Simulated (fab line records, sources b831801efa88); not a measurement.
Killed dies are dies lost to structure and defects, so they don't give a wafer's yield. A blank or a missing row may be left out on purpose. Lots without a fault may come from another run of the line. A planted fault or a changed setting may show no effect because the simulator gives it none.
A struck lot beside a sound one | flow sky130 | 23 steps out of a route of 708
Sound: wafers L712.3, L712.4, L712.6. Struck: wafers L703.1, L703.2, L703.5. The cause comes at the end.
At each step with rows: each side's tool, then ch and its chambers, then its first start. Under that, the readings that differ: sound wafers | struck wafers | difference of the means | sigmas: that difference in standard deviations of wafers without a fault.
alike: readings whose means differ by less than 2 such deviations, and words and numbers that are the same on both sides. not compared: withheld readings, readings that some wafer has no value for, bounds like >300 that may hide the same value, and numbers for which the record gives no deviation and whose values overlap.
The two part at a step that has a row with sigmas, a row that says differs or no value, or rows on one side only. Numbers that don't overlap but have no deviation are shown without sigmas and don't part them. A reading that every wafer of one side lacks parts them only if that side has two wafers or more.

first, 5 steps without rows for these wafers: SKY_VIA4_STRIP_14 (strips in post etch residue remover, time 1200 s); SKY_VIA4_CLEAN_15 (cleans in IPA, time 180 s); SKY_VIA4_CLEAN_16 (cleans in O3/DIW); SKY_VIA4_SPUTTER_17 (material TiN, target thk 20 nm, time 80 s); SKY_VIA4_CVD_18 (deposits W, target thk 505 nm, time 152.14 s).
SKY_VIA4_RS_MEAS_19: measures by four-point-probe.
  sound on film_metro-02, day 47 08:21; struck on film_metro-01, day 45 10:41
  alike: VIA4_W_RS
SKY_VIA4_THK_MEAS_20: measures by xrf.
  sound on film_metro-02, day 47 08:27; struck on film_metro-01, day 45 10:49
  alike: VIA4_W_THK
SKY_VIA4_CMP_21: polishes, stops on SiO2, t overpolish 25 s, target thk 0 nm.
  sound on cmp-02 ch 1,3, day 47 08:29; struck on cmp-01 ch 0,2,3, day 45 10:58
  alike: motor_current_A, overpolish_run_s, time_to_endpoint_s
SKY_METAL5_SPUTTER_00: material Ti, target thk 15 nm, time 10 s.
  sound on pvd_sputter-04, day 47 08:47; struck on pvd_sputter-03, day 45 11:10
  alike: cathode_dc_power_W, chamber_pressure_pa, throttle_valve_pct
SKY_METAL5_SPUTTER_01: material TiN, target thk 20 nm, time 16.7 s.
  sound on pvd_sputter-04, day 47 08:49; struck on pvd_sputter-03, day 45 11:11
  alike: cathode_dc_power_W, chamber_pressure_pa, throttle_valve_pct
SKY_METAL5_SPUTTER_02: material AlCu, target thk 1150 nm, time 61.2 s.
  sound on pvd_sputter-04, day 47 08:50; struck on pvd_sputter-03, day 45 11:13
  alike: cathode_dc_power_W, chamber_pressure_pa, throttle_valve_pct
SKY_METAL5_SPUTTER_03: material Ti, target thk 5 nm, time 3.3 s.
  sound on pvd_sputter-04, day 47 08:53; struck on pvd_sputter-03, day 45 11:16
  reading                | sound          | struck         | difference | sigmas
  throttle_valve_pct (%) | 30.4 29.7 30.1 | 30.5 31.8 30.9 | +1.0       | +2
  alike: cathode_dc_power_W, chamber_pressure_pa
SKY_METAL5_SPUTTER_04: material TiN, target thk 70 nm, time 58.3 s.
  sound on pvd_sputter-04, day 47 08:54; struck on pvd_sputter-03, day 45 11:17
  no value came back on the struck wafers for cathode_dc_power_W (W), chamber_pressure_pa (Pa), throttle_valve_pct (%); on the sound wafers cathode_dc_power_W (W) reads 6497.5 6501.7 6503.1
SKY_METAL5_THK_MEAS_06: measures by xrf.
  sound on film_metro-04, day 47 09:05; struck on film_metro-01, day 45 13:58
  reading              | sound          | struck         | difference | sigmas
  METAL5_ALCU_THK (nm) | 1132 1139 1139 | 1371 1349 1363 | +224       | +17
  not compared: hold
then, 7 steps without rows for these wafers: SKY_METAL5_HMDS_08 (prime time 60 s); SKY_METAL5_COAT_09 (resist thk 1800 nm); SKY_METAL5_SOFTBAKE_10 (time 60 s); SKY_METAL5_EXPOSE_11 (exposes mask MM5, target cd 1600 nm); SKY_METAL5_PEB_12; SKY_METAL5_DEVELOP_13 (develop time 60 s); SKY_METAL5_DESCUM_14 (chemistry O2, time 11 s).
SKY_METAL5_METAL_ETCH_15: etches the open film in Cl2/BCl3, stops on SiO2, target depth 1260 nm, time 252 s.
  sound on rie_metal-03 ch 0,1, day 48 05:01; struck on rie_metal-03 ch 0,1, day 46 07:53
  reading               | sound             | struck            | difference | sigmas
  oes_product_au (a.u.) | 0.895 0.887 0.905 | 0.884 0.871 0.879 | -0.018     | -3
  alike: drypump_motor_current_A, throttle_valve_pct
  not compared: rf_hours_counter_h
then, 1 step without rows for these wafers: SKY_METAL5_STRIP_16 (strips in O2/N2).

WHERE THEY PART
First at SKY_METAL5_SPUTTER_03; last, within this record, at SKY_METAL5_METAL_ETCH_15.

WHY: what the simulator had put in
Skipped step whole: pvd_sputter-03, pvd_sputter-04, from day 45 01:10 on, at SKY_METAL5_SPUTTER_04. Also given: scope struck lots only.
